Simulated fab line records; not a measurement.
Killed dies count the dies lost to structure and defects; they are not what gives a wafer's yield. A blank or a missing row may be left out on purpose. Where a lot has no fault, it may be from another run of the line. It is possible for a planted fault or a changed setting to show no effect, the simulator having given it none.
Problem report, 8D (eight disciplines) form, completed by code || flow gf180mcu || the parts of the form that need people (team, actions taken, sign-off) are left out

## 1. PROBLEM STATEMENT
MVPSD_RS at GF_VT_IMPLANT_RS_MEAS_49 reads a mean of 1183 ohm/sq on 9 wafers of 3 lots; wafers without a fault read 1168 ohm/sq with a standard deviation of 3.2. That is +4.6 standard deviations from the usual mean.
The step: measures by four-point-probe.
Earliest sighting: wafer L912.1 on filmMetro-01 at day 9 22:05. At this step, 15 wafers from 5 lots have a number in the record. By rule, "out" or "out of limits" means more than 4 standard deviations away from the usual mean. Any other wafer with a number is counted as sound.

## 2. WHAT IT IS, WHAT IT ISN'T
{"question": "which readings at this step", "is": "MVPSD_RS", "is not": "-"}
{"question": "which lots", "is": "L912, L914, L915", "is not": "L906, L925"}
{"question": "which wafers of those lots", "is": "all that have a number", "is not": "-"}
{"question": "read on which gauges", "is": "filmMetro-01, filmMetro-03, filmMetro-04", "is not": "-"}
{"question": "when", "is": "from day 9 22:05", "is not": "up to then (3 sound wafers); but 3 sound wafers of L925 came after"}

## 3. THE SUSPECTS, EACH WITH WHAT RULES IT OUT
Counting: a tool at any process step up to the reading remains a suspect when it ran all the lots that are out and ran no sound lot after the first of those.
- the gauge at GF_VT_IMPLANT_RS_MEAS_49 is ruled out. Those wafers that are out were read across 3 gauges (filmMetro-01, filmMetro-03, filmMetro-04).
- implanter-02 at GF_MVPSD_IMPLANT_08: kept. It ran every lot that is out, first L912 (day 7 02:41), and no sound lot after that; its last sound lot up to then is L906 (day 5 11:23). Out on those wafers are its own readings of beamEnergyKeV.
Remaining after the count: implanter-02 at GF_MVPSD_IMPLANT_08.

## 4. THE CAUSE (what the simulator had put in)
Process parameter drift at GF_MVPSD_IMPLANT_08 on implanter-02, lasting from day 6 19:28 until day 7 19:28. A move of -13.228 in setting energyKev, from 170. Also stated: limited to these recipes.
Counting left only this tool.

## 5. SEQUENCE OF EFFECTS, ordered by route
Each row: a reading where the mean over the struck wafers with a number is more than 3 standard deviations away from the usual. Only readings for which the record gives a usual standard deviation are gone through. hours: the time from each lot's start at the first step in this table that gives one to its start at this step, as a median over the lots. sigmas: the change in usual standard deviations.
{"hours": 0, "step": "GF_MVPSD_IMPLANT_08", "reading": "beamEnergyKeV", "usual": 170.00, "on struck wafers": 156.77, "change": -13.23, "sigmas": "-99 or more"}
{"hours": 69, "step": "GF_VT_IMPLANT_RS_MEAS_49", "reading": "MVPSD_RS", "usual": "1168 ohm/sq", "on struck wafers": 1183, "change": "+15", "sigmas": "+4.6"}
Here are the process steps it includes:
- GF_MVPSD_IMPLANT_08

## 6. WHAT WOULD HAVE CAUGHT IT SOONER
75 hours passed between the start of the fault at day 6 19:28 and the first reading out of limits at a measuring or inspecting step in this record, taken at day 9 22:05.
Tool's own readings at GF_MVPSD_IMPLANT_08, beamEnergyKeV: out on all struck wafers the step has rows for; an alarm limit on them would have tripped on the first.
All the lots that are out (3) had begun GF_MVPSD_IMPLANT_08 on implanter-02 by day 9 22:05. Had the tool been put on hold then, not one of them would have been saved.
